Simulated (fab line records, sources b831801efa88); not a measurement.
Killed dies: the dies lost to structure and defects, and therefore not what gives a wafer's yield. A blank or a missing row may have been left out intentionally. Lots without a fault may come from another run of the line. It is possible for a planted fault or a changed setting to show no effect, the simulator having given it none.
fab line records ; flow sky130 ; part 2 of 2: steps 26 to 34 of 34
[record] lots = 5; wafers = 15; last_day = 50
route steps=708 shown VIA2@510 METAL3@532 CAPM@537
lots that met no fault: from a run of the same line without faults
start_h: hours from the record's first day to the start of the lot's first wafer shown ; wait_h: hours elapsed since this lot's preceding step ; " the same as in the row above ; L1.1+2: a single row standing in for several wafers ; - no value, or no start was given ; * or withheld: withheld ; < > ~ a bound
route shown NAME@n: NAME is a module with steps in the file, n the number in the route of the first one ; usual: the fault-free wafers' mean and standard deviation ; same: alike in all rows ; chamber/n: place in a boat ; sites: readings site by site ; _std_site: the values' standard deviation ; _edge_site: the outer-site mean with the inner-site mean subtracted ; radius_mm: how far each site lies from the wafer's centre ; mask NAME#n: copy n ; behind: tool/chamber where the wafer was last shaped ; hold: what put the lot on hold/how long, in hours/how the hold closed ; device: the n, p or np transistor that did not switch ; end of line: the same wafers' tests at the end of the route ; step lacking rows: just its recipe ; killed: not the wafer's yield, but the dies lost to structure and defects at the first sort ; map: the dies of a wafer, with x for killed, . for not killed, _ for no die there
set.NAME: the setting the step ran with; set.NAME@STEP: the setting that earlier step ran with ; model.NAME: the simulator's own value behind a step, which no gauge read
lots at selected steps of the route; one table per step, one row per wafer
services: a tool's chamber out of use, with start hour (start_h, from the record's first day; less than 0 if before it), hours out, and reason
[[steps]]
[step SKY_METAL3_SPUTTER_03]
[recipe] material = Ti; target_thk_nm = 5; power_w = 3000; time_s = 3.3; chamber_pressure_pa = 0.4
[usual] cathode_dc_power_W = 3000.0/0.56; throttle_valve_pct = 29.9/0.86
lot.wafer;tool;chamber;start_h;wait_h;cathode_dc_power_W;throttle_valve_pct
L074.1;pvd_sputter-03;-;851.34;0.0;3000.3;31.6
L074.4;pvd_sputter-03;-;851.34;0.0;3000.2;30.3
L074.6;pvd_sputter-03;-;851.34;0.0;2999.5;29.1
L081.4;pvd_sputter-03;-;908.89;0.0;2999.9;29.1
L081.5;pvd_sputter-03;-;908.89;0.0;2999.9;28.8
L081.6;pvd_sputter-03;-;908.89;0.0;2999.6;31.1
L090.1;pvd_sputter-03;-;968.98;0.0;3000.4;31.2
L090.3;pvd_sputter-03;-;968.98;0.0;2999.8;29.6
L090.6;pvd_sputter-03;-;968.98;0.0;2998.8;31.2
L092.1;pvd_sputter-02;-;984.64;0.0;3000.7;31.2
L092.2;pvd_sputter-02;-;984.64;0.0;2998.9;28.8
L092.5;pvd_sputter-02;-;984.64;0.0;3000.7;29.3
L094.4;pvd_sputter-01;-;993.64;0.0;3000.3;28.7
L094.5;pvd_sputter-01;-;993.64;0.0;3000.7;29.5
L094.6;pvd_sputter-01;-;993.64;0.0;3001.0;28.6
[step SKY_METAL3_SPUTTER_04]
[recipe] material = TiN; target_thk_nm = 70; power_w = 6500; time_s = 58.3; chamber_pressure_pa = 0.4
[usual] cathode_dc_power_W = 6499.9/1.1; throttle_valve_pct = 30.0/0.88
lot.wafer;tool;chamber;start_h;wait_h;cathode_dc_power_W;throttle_valve_pct
L074.1;pvd_sputter-03;-;851.36;0.0;6497.8;31.4
L074.4;pvd_sputter-03;-;851.36;0.0;6500.3;30.3
L074.6;pvd_sputter-03;-;851.36;0.0;6500.3;29.4
L081.4;pvd_sputter-03;-;908.91;0.0;6503.0;29.3
L081.5;pvd_sputter-03;-;908.91;0.0;6501.7;29.1
L081.6;pvd_sputter-03;-;908.91;0.0;6500.5;31.0
L090.1;pvd_sputter-03;-;968.99;0.0;6500.0;31.5
L090.3;pvd_sputter-03;-;968.99;0.0;6500.6;29.5
L090.6;pvd_sputter-03;-;968.99;0.0;6500.5;31.2
L092.1;pvd_sputter-02;-;984.66;0.0;6501.9;31.4
L092.2;pvd_sputter-02;-;984.66;0.0;6501.0;28.8
L092.5;pvd_sputter-02;-;984.66;0.0;6498.9;29.4
L094.4;pvd_sputter-01;-;993.66;0.0;6499.0;28.5
L094.5;pvd_sputter-01;-;993.66;0.0;6501.9;29.5
L094.6;pvd_sputter-01;-;993.66;0.0;6500.0;28.9
[step SKY_CAPM_CVD_00]
[recipe] material = SiO2; target_thk_nm = 15.5; temp_c = 400; time_s = withheld; rf_w = 450
[usual] heater_power_w = 773/140
lot.wafer;tool;chamber;start_h;wait_h;heater_power_w
L074.1;pecvd-03;0;851.41;0.0;855
L074.4;pecvd-03;2;851.41;0.0;988
L074.6;pecvd-03;0;851.41;0.0;854
L081.4;pecvd-04;1;908.97;0.0;597
L081.5;pecvd-04;2;908.97;0.0;904
L081.6;pecvd-04;0;908.97;0.0;711
L090.1;pecvd-02;0;969.04;0.0;701
L090.3;pecvd-02;1;969.04;0.0;779
L090.6;pecvd-02;0;969.04;0.0;738
L092.1;pecvd-03;2;984.71;0.0;1009
L092.2;pecvd-03;0;984.71;0.0;855
L092.5;pecvd-03;0;984.71;0.0;717
L094.4;pecvd-04;2;993.72;0.0;874
L094.5;pecvd-04;0;993.72;0.0;741
L094.6;pecvd-04;1;993.72;0.0;643
[step SKY_CAPM_THK_MEAS_01]
[recipe] reads = SiO2_of_CAPM_CVD_00
[usual] CAPM_CVD_00_THK = 15.48/0.25
lot.wafer;tool;chamber;start_h;wait_h;CAPM_CVD_00_THK[nm]
L074.1;film_metro-02;-;851.43;-;15.65
L074.4;film_metro-02;-;851.43;-;15.74
L074.6;film_metro-02;-;851.43;-;15.84
L081.4;film_metro-02;-;909.01;-;15.34
L081.5;film_metro-02;-;909.01;-;15.25
L081.6;film_metro-02;-;909.01;-;15.12
L090.1;film_metro-01;-;969.06;-;15.15
L090.3;film_metro-01;-;969.06;-;15.32
L090.6;film_metro-01;-;969.06;-;15.22
L092.1;film_metro-01;-;984.73;-;15.40
L092.2;film_metro-01;-;984.73;-;15.28
L092.5;film_metro-01;-;984.73;-;15.44
L094.4;film_metro-03;-;993.76;-;15.71
L094.5;film_metro-03;-;993.76;-;15.43
L094.6;film_metro-03;-;993.76;-;15.92
[step SKY_CAPM_SPUTTER_02]
[recipe] material = TiN; target_thk_nm = 200; temp_c = 300; power_w = 6500; time_s = 166.7; chamber_pressure_pa = 0.4
[usual] cathode_dc_power_W = 6499.9/1.2; throttle_valve_pct = 30.4/1.1
lot.wafer;tool;chamber;start_h;wait_h;cathode_dc_power_W;throttle_valve_pct
L074.1;pvd_sputter-04;-;851.49;0.1;6497.6;31.6
L074.4;pvd_sputter-04;-;851.49;0.1;6499.9;29.0
L074.6;pvd_sputter-04;-;851.49;0.1;6499.7;31.7
L081.4;pvd_sputter-03;-;909.04;0.0;6501.0;29.1
L081.5;pvd_sputter-03;-;909.04;0.0;6499.6;30.3
L081.6;pvd_sputter-03;-;909.04;0.0;6501.0;29.8
L090.1;pvd_sputter-02;-;969.12;0.1;6501.7;31.3
L090.3;pvd_sputter-02;-;969.12;0.1;6500.4;28.6
L090.6;pvd_sputter-02;-;969.12;0.1;6501.9;31.5
L092.1;pvd_sputter-03;-;984.79;0.1;6499.2;31.1
L092.2;pvd_sputter-03;-;984.79;0.1;6498.6;30.0
L092.5;pvd_sputter-03;-;984.79;0.1;6497.5;29.7
L094.4;pvd_sputter-03;-;993.79;0.0;6498.8;29.8
L094.5;pvd_sputter-03;-;993.79;0.0;6500.9;30.0
L094.6;pvd_sputter-03;-;993.79;0.0;6499.7;31.3
[step SKY_CAPM_RS_MEAS_03]
[recipe] thk_meas_gauge = four-point-probe; reads = TiN_of_CAPM_SPUTTER_02
[usual] CAPM_TIN_RS = 6.96/0.097
lot.wafer;tool;chamber;start_h;wait_h;CAPM_TIN_RS[ohm/sq]
L074.1;film_metro-03;-;851.60;0.1;7.16
L074.4;film_metro-03;-;851.60;0.1;7.02
L074.6;film_metro-03;-;851.60;0.1;7.13
L081.4;film_metro-01;-;909.21;0.1;6.93
L081.5;film_metro-01;-;909.21;0.1;7.05
L081.6;film_metro-01;-;909.21;0.1;7.01
L090.1;film_metro-03;-;969.23;0.1;6.97
L090.3;film_metro-03;-;969.23;0.1;6.87
L090.6;film_metro-03;-;969.23;0.1;6.97
L092.1;film_metro-02;-;984.90;0.1;6.97
L092.2;film_metro-02;-;984.90;0.1;6.90
L092.5;film_metro-02;-;984.90;0.1;7.01
L094.4;film_metro-02;-;993.96;0.1;7.00
L094.5;film_metro-02;-;993.96;0.1;6.82
L094.6;film_metro-02;-;993.96;0.1;6.87
[step SKY_CAPM_THK_MEAS_04]
[recipe] thk_meas_gauge = xrf; reads = TiN_of_CAPM_SPUTTER_02
[usual] CAPM_TIN_THK = 200.8/3
lot.wafer;tool;chamber;start_h;wait_h;CAPM_TIN_THK[nm]
L074.1;film_metro-03;-;851.72;0.1;194.2
L074.4;film_metro-03;-;851.72;0.1;198.3
L074.6;film_metro-03;-;851.72;0.1;194.0
L081.4;film_metro-01;-;909.30;0.1;201.3
L081.5;film_metro-01;-;909.30;0.1;198.6
L081.6;film_metro-01;-;909.30;0.1;199.4
L090.1;film_metro-03;-;969.35;0.1;198.8
L090.3;film_metro-03;-;969.35;0.1;201.2
L090.6;film_metro-03;-;969.35;0.1;199.7
L092.1;film_metro-02;-;985.02;0.1;201.4
L092.2;film_metro-02;-;985.02;0.1;203.0
L092.5;film_metro-02;-;985.02;0.1;199.6
L094.4;film_metro-02;-;994.05;0.1;200.3
L094.5;film_metro-02;-;994.05;0.1;205.3
L094.6;film_metro-02;-;994.05;0.1;203.7
[step SKY_CAPM_DEHYDRATE_05]
[recipe] temp_c = 200; time_s = 60
[usual] resist_line_temp_C = 23.00/0.12
lot.wafer;tool;chamber;start_h;wait_h;resist_line_temp_C
L074.1;litho_track-01;0;863.86;12.1;23.00
L074.4;litho_track-01;0;863.86;12.1;23.00
L074.6;litho_track-01;0;863.86;12.1;22.99
L081.4;litho_track-04;0;921.74;12.4;23.05
L081.5;litho_track-04;0;921.74;12.4;23.01
L081.6;litho_track-04;0;921.74;12.4;23.07
L090.1;litho_track-04;0;981.02;11.7;22.86
L090.3;litho_track-04;0;981.02;11.7;23.05
L090.6;litho_track-04;0;981.02;11.7;22.92
L092.1;litho_track-04;0;996.12;11.1;23.10
L092.2;litho_track-04;0;996.12;11.1;22.98
L092.5;litho_track-04;0;996.12;11.1;22.93
L094.4;litho_track-04;0;1005.39;11.3;23.13
L094.5;litho_track-04;0;1005.39;11.3;23.00
L094.6;litho_track-04;0;1005.39;11.3;22.93
[step SKY_CAPM_HMDS_06]
[recipe] prime_time_s = 60; prime_temp_c = 120
[usual] resist_line_temp_C = 22.97/0.099
lot.wafer;tool;chamber;start_h;wait_h;resist_line_temp_C
L074.1;litho_track-01;0;864.01;0.1;22.99
L074.4;litho_track-01;0;864.01;0.1;23.01
L074.6;litho_track-01;0;864.01;0.1;22.78
L081.4;litho_track-04;0;921.89;0.1;22.91
L081.5;litho_track-04;0;921.89;0.1;23.06
L081.6;litho_track-04;0;921.89;0.1;23.06
L090.1;litho_track-04;0;981.17;0.1;23.00
L090.3;litho_track-04;0;981.17;0.1;23.08
L090.6;litho_track-04;0;981.17;0.1;23.05
L092.1;litho_track-04;0;996.27;0.1;23.05
L092.2;litho_track-04;0;996.27;0.1;23.06
L092.5;litho_track-04;0;996.27;0.1;23.05
L094.4;litho_track-04;0;1005.54;0.1;22.82
L094.5;litho_track-04;0;1005.54;0.1;22.97
L094.6;litho_track-04;0;1005.54;0.1;23.02
[[services]]
tool;chamber;start_h;hours;kind
pvd_sputter-04;-;815.04;4.4;repair
krf_scanner-02;-;820.72;0.9;repair
cmp-01;-;853.38;0.8;repair
cmp-01;-;860.90;0.3;repair
cvd_w-01;1;870.33;4.2;repair
wet_bench-02;-;873.89;2.0;repair
krf_scanner-02;-;887.71;1.0;pm
krf_scanner-02;-;897.20;0.8;pm
rie_diel-01;2;897.63;7.3;repair
cvd_w-01;-;904.00;14.0;pm
pvd_sputter-02;-;906.03;3.3;repair
pvd_sputter-04;-;907.88;1.4;repair
rie_diel-01;1;908.34;7.2;repair
cmp-01;-;912.00;4.0;pm
rie_diel-04;3;912.33;5.2;repair
pvd_sputter-04;-;914.06;1.5;repair
wet_bench-02;-;921.96;35.0;repair
krf_scanner-02;-;922.63;0.8;pm
rie_diel-01;-;927.41;2.8;pm
cvd_w-01;-;933.72;2.8;pm
krf_scanner-02;-;935.05;18.2;repair
rie_diel-04;1;961.85;9.1;repair
krf_scanner-02;-;973.05;1.3;pm
rie_diel-01;-;1005.27;0.8;repair
